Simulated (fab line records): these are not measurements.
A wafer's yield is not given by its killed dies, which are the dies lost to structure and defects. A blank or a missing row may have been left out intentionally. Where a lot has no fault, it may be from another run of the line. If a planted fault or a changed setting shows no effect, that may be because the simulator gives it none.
Which tool is to blame? :: flow gf180mcu :: 24 lots, 72 wafers sampled, at 5 steps of a route of 602

== WHAT THE GAUGES READ, wafer by wafer ==
GF_VT_IMPLANT_OVL_MEAS_40. Usual: VT_IMPLANT_03_OVL -0.7 nm, standard deviation 1.5.
lot: L074
measured: day 7 13:30
on: overlay-01
VT_IMPLANT_03_OVL (nm): -0.7 -3.1 -2.0
flag: 

lot: L075
measured: day 7 19:15
on: overlay-01
VT_IMPLANT_03_OVL (nm): -3.2 -2.2 -1.1
flag: 

lot: L076
measured: day 8 00:33
on: overlay-01
VT_IMPLANT_03_OVL (nm): -0.8 -0.6 -1.0
flag: 

lot: L077
measured: day 8 07:13
on: overlay-02
VT_IMPLANT_03_OVL (nm): 1.4 -0.5 1.4
flag: 

lot: L078
measured: day 8 13:01
on: overlay-02
VT_IMPLANT_03_OVL (nm): -1.9 -0.5 0.5
flag: 

lot: L079
measured: day 8 20:01
on: overlay-02
VT_IMPLANT_03_OVL (nm): -0.3 -1.4 0.5
flag: 

lot: L080
measured: day 9 04:28
on: overlay-02
VT_IMPLANT_03_OVL (nm): 0.6 -0.2 1.3
flag: 

lot: L081
measured: day 9 10:28
on: overlay-01
VT_IMPLANT_03_OVL (nm): 1.9 -0.3 1.3
flag: 

lot: L082
measured: day 9 18:01
on: overlay-02
VT_IMPLANT_03_OVL (nm): -0.4 0.4 -0.8
flag: 

lot: L083
measured: day 10 04:54
on: overlay-02
VT_IMPLANT_03_OVL (nm): -1.3 -2.2 -2.0
flag: 

lot: L084
measured: day 10 17:58
on: overlay-01
VT_IMPLANT_03_OVL (nm): -1.4 -1.0 -1.2
flag: 

lot: L085
measured: day 10 21:28
on: overlay-02
VT_IMPLANT_03_OVL (nm): -1.7 -1.8 -1.8
flag: 

lot: L086
measured: day 11 02:00
on: overlay-02
VT_IMPLANT_03_OVL (nm): -2.7 -2.3 -1.8
flag: 

lot: L087
measured: day 11 07:13
on: overlay-01
VT_IMPLANT_03_OVL (nm): 0.4 0.2 -0.9
flag: 

lot: L088
measured: day 11 11:58
on: overlay-01
VT_IMPLANT_03_OVL (nm): -3.5 -2.6 -1.7
flag: 

lot: L089
measured: day 11 20:05
on: overlay-02
VT_IMPLANT_03_OVL (nm): -1.4 1.2 -0.8
flag: 

lot: L090
measured: day 12 03:29
on: overlay-01
VT_IMPLANT_03_OVL (nm): -1.0 -1.9 -0.2
flag: 

lot: L091
measured: day 12 10:02
on: overlay-01
VT_IMPLANT_03_OVL (nm): 0.2 2.1 2.7
flag: 

lot: L092
measured: day 12 14:25
on: overlay-02
VT_IMPLANT_03_OVL (nm): -2.0 -3.8 -1.2
flag: 

lot: L093
measured: day 12 21:16
on: overlay-02
VT_IMPLANT_03_OVL (nm): -5.0 0.9 -0.8
flag: 

lot: L094
measured: day 13 02:14
on: overlay-02
VT_IMPLANT_03_OVL (nm): -0.6 -0.7 -0.8
flag: 

lot: L095
measured: day 13 09:19
on: overlay-02
VT_IMPLANT_03_OVL (nm): -0.1 1.5 0.7
flag: 

lot: L096
measured: day 13 14:10
on: overlay-01
VT_IMPLANT_03_OVL (nm): -0.9 2.6 1.5
flag: 

lot: L097
measured: day 14 02:44
on: overlay-01
VT_IMPLANT_03_OVL (nm): -1.9 -1.1 -0.9
flag: 

GF_HV_LDD_CD_MEAS_07 targets a cd of 400 nm. Usual: cd nm at 400.3 nm, with a standard deviation of 2.4.
lot: L074
measured: day 10 01:22
on: cd sem-01
cd nm (nm): 398.9 400.9 399.9
flag: 

lot: L075
measured: day 10 06:05
on: cd sem-02
cd nm (nm): 402.8 402.9 400.8
flag: 

lot: L076
measured: day 10 13:02
on: cd sem-02
cd nm (nm): 401.7 399.9 400.5
flag: 

lot: L077
measured: day 10 20:16
on: cd sem-01
cd nm (nm): 400.2 401.5 401.6
flag: 

lot: L078
measured: day 11 01:44
on: cd sem-02
cd nm (nm): 397.4 400.4 398.9
flag: 

lot: L079
measured: day 11 09:50
on: cd sem-01
cd nm (nm): 401.2 399.4 399.9
flag: 

lot: L080
measured: day 11 20:22
on: cd sem-01
cd nm (nm): 402.6 403.9 402.6
flag: 

lot: L081
measured: day 12 02:34
on: cd sem-02
cd nm (nm): 400.0 401.3 399.3
flag: 

lot: L082
measured: day 12 09:26
on: cd sem-01
cd nm (nm): 400.9 398.9 400.5
flag: 

lot: L083
measured: day 13 03:34
on: cd sem-02
cd nm (nm): 405.7 405.3 403.0
flag: 

lot: L084
measured: day 13 11:53
on: cd sem-01
cd nm (nm): 398.7 399.3 401.2
flag: 

lot: L085
measured: day 13 15:10
on: cd sem-02
cd nm (nm): 398.7 397.2 399.6
flag: 

lot: L086
measured: day 13 23:40
on: cd sem-02
cd nm (nm): 397.3 398.2 398.3
flag: 

lot: L087
measured: day 14 05:31
on: cd sem-01
cd nm (nm): 402.7 403.6 403.5
flag: 

lot: L088
measured: day 14 08:10
on: cd sem-02
cd nm (nm): 394.5 397.0 397.5
flag: 

lot: L089
measured: day 14 18:29
on: cd sem-01
cd nm (nm): 403.0 402.0 402.5
flag: 

lot: L090
measured: day 15 04:17
on: cd sem-01
cd nm (nm): 396.2 397.4 399.6
flag: 

lot: L091
measured: day 15 07:29
on: cd sem-01
cd nm (nm): 399.6 399.3 399.8
flag: 

lot: L092
measured: day 15 12:46
on: cd sem-01
cd nm (nm): 402.2 401.0 402.0
flag: 

lot: L093
measured: day 15 19:34
on: cd sem-02
cd nm (nm): 399.1 402.5 404.2
flag: 

lot: L094
measured: day 16 02:25
on: cd sem-01
cd nm (nm): 402.4 403.1 400.0
flag: 

lot: L095
measured: day 16 10:10
on: cd sem-01
cd nm (nm): 404.1 400.7 405.5
flag: 

lot: L096
measured: day 16 16:02
on: cd sem-02
cd nm (nm): 397.8 396.0 397.1
flag: 

lot: L097
measured: day 17 04:59
on: cd sem-02
cd nm (nm): 401.3 397.9 398.1
flag: 

GF_M3_RS_MEAS_05: a four-point-probe measurement. Usual: M3_ALCU_RS 0.0692 ohm/sq, standard deviation 0.00076.
lot: L074
measured: day 20 11:11
on: film metro-03
M3_ALCU_RS (ohm/sq): 0.0686 0.0690 0.0683
flag: 

lot: L075
measured: day 20 14:41
on: film metro-04
M3_ALCU_RS (ohm/sq): 0.0693 0.0690 0.0679
flag: 

lot: L076
measured: day 20 23:35
on: film metro-03
M3_ALCU_RS (ohm/sq): 0.0697 0.0704 0.0703
flag: 

lot: L077
measured: day 21 08:17
on: film metro-04
M3_ALCU_RS (ohm/sq): 0.0694 0.0695 0.0694
flag: 

lot: L078
measured: day 21 19:26
on: film metro-01
M3_ALCU_RS (ohm/sq): 0.0685 0.0698 0.0684
flag: 

lot: L079
measured: day 22 02:35
on: film metro-04
M3_ALCU_RS (ohm/sq): 0.0692 0.0681 0.0695
flag: 

lot: L080
measured: day 22 15:42
on: film metro-01
M3_ALCU_RS (ohm/sq): 0.0693 0.0685 0.0690
flag: 

lot: L081
measured: day 23 00:50
on: film metro-04
M3_ALCU_RS (ohm/sq): 0.0700 0.0689 0.0690
flag: 

lot: L082
measured: day 23 08:11
on: film metro-04
M3_ALCU_RS (ohm/sq): 0.0675 0.0680 0.0684
flag: 

lot: L083
measured: day 24 04:38
on: film metro-03
M3_ALCU_RS (ohm/sq): 0.0695 0.0691 0.0694
flag: 

lot: L084
measured: day 24 11:32
on: film metro-03
M3_ALCU_RS (ohm/sq): 0.0704 0.0695 0.0695
flag: 

lot: L085
measured: day 24 16:13
on: film metro-01
M3_ALCU_RS (ohm/sq): 0.0679 0.0680 0.0691
flag: 

lot: L086
measured: day 25 01:02
on: film metro-04
M3_ALCU_RS (ohm/sq): 0.0687 0.0682 0.0677
flag: 

lot: L087
measured: day 25 08:08
on: film metro-03
M3_ALCU_RS (ohm/sq): 0.0708 0.0708 0.0709
flag: 

lot: L088
measured: day 25 08:14
on: film metro-01
M3_ALCU_RS (ohm/sq): 0.0693 0.0703 0.0700
flag: 

lot: L089
measured: day 25 21:04
on: film metro-04
M3_ALCU_RS (ohm/sq): 0.0680 0.0682 0.0681
flag: 

lot: L090
measured: day 26 08:19
on: film metro-03
M3_ALCU_RS (ohm/sq): 0.0699 0.0699 0.0701
flag: 

lot: L091
measured: day 26 09:16
on: film metro-03
M3_ALCU_RS (ohm/sq): 0.0690 0.0688 0.0691
flag: 

lot: L092
measured: day 26 14:58
on: film metro-01
M3_ALCU_RS (ohm/sq): 0.0700 0.0688 0.0694
flag: 

lot: L093
measured: day 26 20:59
on: film metro-04
M3_ALCU_RS (ohm/sq): 0.0693 0.0691 0.0690
flag: 

lot: L094
measured: day 27 02:39
on: film metro-04
M3_ALCU_RS (ohm/sq): 0.0702 0.0704 0.0708
flag: 

lot: L095
measured: day 27 11:02
on: film metro-04
M3_ALCU_RS (ohm/sq): 0.0693 0.0688 0.0694
flag: 

lot: L096
measured: day 27 15:37
on: film metro-01
M3_ALCU_RS (ohm/sq): 0.0692 0.0695 0.0688
flag: 

lot: L097
measured: day 28 02:55
on: film metro-03
M3_ALCU_RS (ohm/sq): 0.0693 0.0690 0.0693
flag: 

GF_M4_OVL_MEAS_15. Usual: M4_OVL -1 nm, standard deviation 4.9.
lot: L074
measured: day 23 13:17
on: overlay-02
M4_OVL (nm): -5 -8 -1
flag: 

lot: L075
measured: day 23 16:28
on: overlay-01
M4_OVL (nm): -1 1 -3
flag: 

lot: L076
measured: day 24 00:05
on: overlay-02
M4_OVL (nm): -4 1 7
flag: 

lot: L077
measured: day 24 08:39
on: overlay-02
M4_OVL (nm): 3 -1 -1
flag: 

lot: L078
measured: day 24 18:16
on: overlay-01
M4_OVL (nm): -5 -4 -2
flag: 

lot: L079
measured: day 25 00:04
on: overlay-02
M4_OVL (nm): 0 -7 -4
flag: 

lot: L080
measured: day 25 13:59
on: overlay-02
M4_OVL (nm): -2 -1 -4
flag: 

lot: L081
measured: day 25 21:03
on: overlay-02
M4_OVL (nm): -9 -5 -6
flag: 

lot: L082
measured: day 26 03:38
on: overlay-01
M4_OVL (nm): -10 1 -6
flag: 

lot: L083
measured: day 26 22:55
on: overlay-02
M4_OVL (nm): 6 -1 -2
flag: 

lot: L084
measured: day 27 04:46
on: overlay-02
M4_OVL (nm): -6 -6 -9
flag: 

lot: L085
measured: day 27 10:32
on: overlay-01
M4_OVL (nm): -9 -10 -11
flag: 

lot: L086
measured: day 27 18:59
on: overlay-01
M4_OVL (nm): 10 8 5
flag: 

lot: L087
measured: day 28 00:22
on: overlay-01
M4_OVL (nm): -6 -7 -7
flag: 

lot: L088
measured: day 28 00:43
on: overlay-02
M4_OVL (nm): 7 0 1
flag: 

lot: L089
measured: day 28 12:35
on: overlay-02
M4_OVL (nm): 7 -6 5
flag: 

lot: L090
measured: day 28 23:08
on: overlay-01
M4_OVL (nm): -2 -2 1
flag: 

lot: L091
measured: day 29 00:27
on: overlay-01
M4_OVL (nm): -4 1 -2
flag: 

lot: L092
measured: day 29 04:49
on: overlay-01
M4_OVL (nm): -1 4 3
flag: 

lot: L093
measured: day 29 11:13
on: overlay-01
M4_OVL (nm): 5 1 -4
flag: 

lot: L094
measured: day 29 16:23
on: overlay-02
M4_OVL (nm): 6 -1 -1
flag: 

lot: L095
measured: day 30 00:01
on: overlay-02
M4_OVL (nm): 3 3 9
flag: 

lot: L096
measured: day 30 04:14
on: overlay-02
M4_OVL (nm): 1 7 5
flag: 

lot: L097
measured: day 30 15:07
on: overlay-01
M4_OVL (nm): -4 0 -3
flag: 

== TOOL THAT RAN EACH LOT (tool first, then ch and the chambers of the sampled wafers, then the start) ==
lot: L074
GF_V1_CMP_26: cmp-01 ch 2,3, day 18 06:55

lot: L075
GF_V1_CMP_26: cmp-01 ch 1,2,3, day 18 10:35

lot: L076
GF_V1_CMP_26: cmp-01 ch 0,1,3, day 18 19:33

lot: L077
GF_V1_CMP_26: cmp-01 ch 0,1,2, day 19 05:31

lot: L078
GF_V1_CMP_26: cmp-01 ch 0,2,3, day 19 12:43

lot: L079
GF_V1_CMP_26: cmp-02 ch 0,3, day 19 22:37

lot: L080
GF_V1_CMP_26: cmp-02 ch 0,1,2, day 20 12:29

lot: L081
GF_V1_CMP_26: cmp-01 ch 1,3, day 20 21:52

lot: L082
GF_V1_CMP_26: cmp-02 ch 1,2,3, day 21 05:46

lot: L083
GF_V1_CMP_26: cmp-01 ch 1,2,3, day 22 04:11

lot: L084
GF_V1_CMP_26: cmp-02 ch 1,2, day 22 11:29

lot: L085
GF_V1_CMP_26: cmp-02 ch 0,2,3, day 22 15:32

lot: L086
GF_V1_CMP_26: cmp-02 ch 0,2, day 23 00:40

lot: L087
GF_V1_CMP_26: cmp-02 ch 0,2,3, day 23 08:02

lot: L088
GF_V1_CMP_26: cmp-02 ch 0,1,3, day 23 08:35

lot: L089
GF_V1_CMP_26: cmp-02 ch 0,1,2, day 23 22:23

lot: L090
GF_V1_CMP_26: cmp-02 ch 0,1,2, day 24 09:51

lot: L091
GF_V1_CMP_26: cmp-02 ch 0,1, day 24 11:34

lot: L092
GF_V1_CMP_26: cmp-02 ch 0,1,3, day 24 17:14

lot: L093
GF_V1_CMP_26: cmp-02 ch 0,1,2, day 24 22:48

lot: L094
GF_V1_CMP_26: cmp-02 ch 1,2,3, day 25 04:57

lot: L095
GF_V1_CMP_26: cmp-02 ch 0,2,3, day 25 13:52

lot: L096
GF_V1_CMP_26: cmp-02 ch 0,1,2, day 25 19:44

lot: L097
GF_V1_CMP_26: cmp-02 ch 0,2,3, day 26 07:25
- GF_V1_CMP_26: polishes, stops on SiO2, t overpolish 15 s, target thk 0 nm.

== WHAT THE TOOLS THEMSELVES READ (means of the sampled wafers that have a number; where no wafer has one, the mark that the record gives instead) ==
GF_V1_CMP_26. Usual: motor current A 11.5 A, standard deviation 1.5; overpolish run s 14.999 s, standard deviation 0.01; time to endpoint s 82 s, standard deviation 3.5.
lot: L074
tool: cmp-01
motor current A (A): 10.3
overpolish run s (s): 15.008
time to endpoint s (s): 82
flag: 

lot: L075
tool: cmp-01
motor current A (A): 11.5
overpolish run s (s): 15.002
time to endpoint s (s): 80
flag: 

lot: L076
tool: cmp-01
motor current A (A): 11.6
overpolish run s (s): 14.995
time to endpoint s (s): 83
flag: 

lot: L077
tool: cmp-01
motor current A (A): 11.6
overpolish run s (s): 15.010
time to endpoint s (s): 78
flag: 

lot: L078
tool: cmp-01
motor current A (A): 10.2
overpolish run s (s): 14.998
time to endpoint s (s): 80
flag: 

lot: L079
tool: cmp-02
motor current A (A): 12.0
overpolish run s (s): 14.995
time to endpoint s (s): 87
flag: 

lot: L080
tool: cmp-02
motor current A (A): 12.2
overpolish run s (s): 15.000
time to endpoint s (s): 83
flag: 

lot: L081
tool: cmp-01
motor current A (A): 12.6
overpolish run s (s): 14.997
time to endpoint s (s): 87
flag: 

lot: L082
tool: cmp-02
motor current A (A): 11.6
overpolish run s (s): 15.011
time to endpoint s (s): 84
flag: 

lot: L083
tool: cmp-01
motor current A (A): 11.3
overpolish run s (s): 14.995
time to endpoint s (s): 87
flag: 

lot: L084
tool: cmp-02
motor current A (A): 10.9
overpolish run s (s): 15.007
time to endpoint s (s): 81
flag: 

lot: L085
tool: cmp-02
motor current A (A): 12.3
overpolish run s (s): 15.001
time to endpoint s (s): 82
flag: 

lot: L086
tool: cmp-02
motor current A (A): 12.9
overpolish run s (s): 14.997
time to endpoint s (s): 83
flag: 

lot: L087
tool: cmp-02
motor current A (A): 12.1
overpolish run s (s): 15.007
time to endpoint s (s): 85
flag: 

lot: L088
tool: cmp-02
motor current A (A): 10.6
overpolish run s (s): 15.006
time to endpoint s (s): 85
flag: 

lot: L089
tool: cmp-02
motor current A (A): 11.5
overpolish run s (s): 14.988
time to endpoint s (s): 82
flag: 

lot: L090
tool: cmp-02
motor current A (A): 12.2
overpolish run s (s): 15.004
time to endpoint s (s): 78
flag: 

lot: L091
tool: cmp-02
motor current A (A): 10.3
overpolish run s (s): 15.001
time to endpoint s (s): 83
flag: 

lot: L092
tool: cmp-02
motor current A (A): 11.0
overpolish run s (s): 15.000
time to endpoint s (s): 83
flag: 

lot: L093
tool: cmp-02
motor current A (A): 12.0
overpolish run s (s): 15.004
time to endpoint s (s): 80
flag: 

lot: L094
tool: cmp-02
motor current A (A): 11.5
overpolish run s (s): 14.992
time to endpoint s (s): 83
flag: 

lot: L095
tool: cmp-02
motor current A (A): 12.2
overpolish run s (s): 14.996
time to endpoint s (s): 82
flag: 

lot: L096
tool: cmp-02
motor current A (A): 11.6
overpolish run s (s): 15.002
time to endpoint s (s): 84
flag: 

lot: L097
tool: cmp-02
motor current A (A): 12.4
overpolish run s (s): 14.993
time to endpoint s (s): 80
flag: 

== THE ANSWER, worked out from the rows above alone ==
Rule: take the mean of a lot's wafers that have a number; if it is more than 3 standard deviations from the usual mean, the lot is off. Also off: a lot with no number at a reading for which 4 or more lots have one. The other lots that the step has rows for count as sound. After the gauges, taken in route order, come the tools' own readings; for these a lot's mean is taken, as printed above. At the first step where some lot is off, the reading lying furthest off is the one used; lots without a number count as furthest.
Across all readings shown, no lot is off: no conclusion can be drawn from this.

== WHAT WAS PUT IN BY THE SIMULATOR ==
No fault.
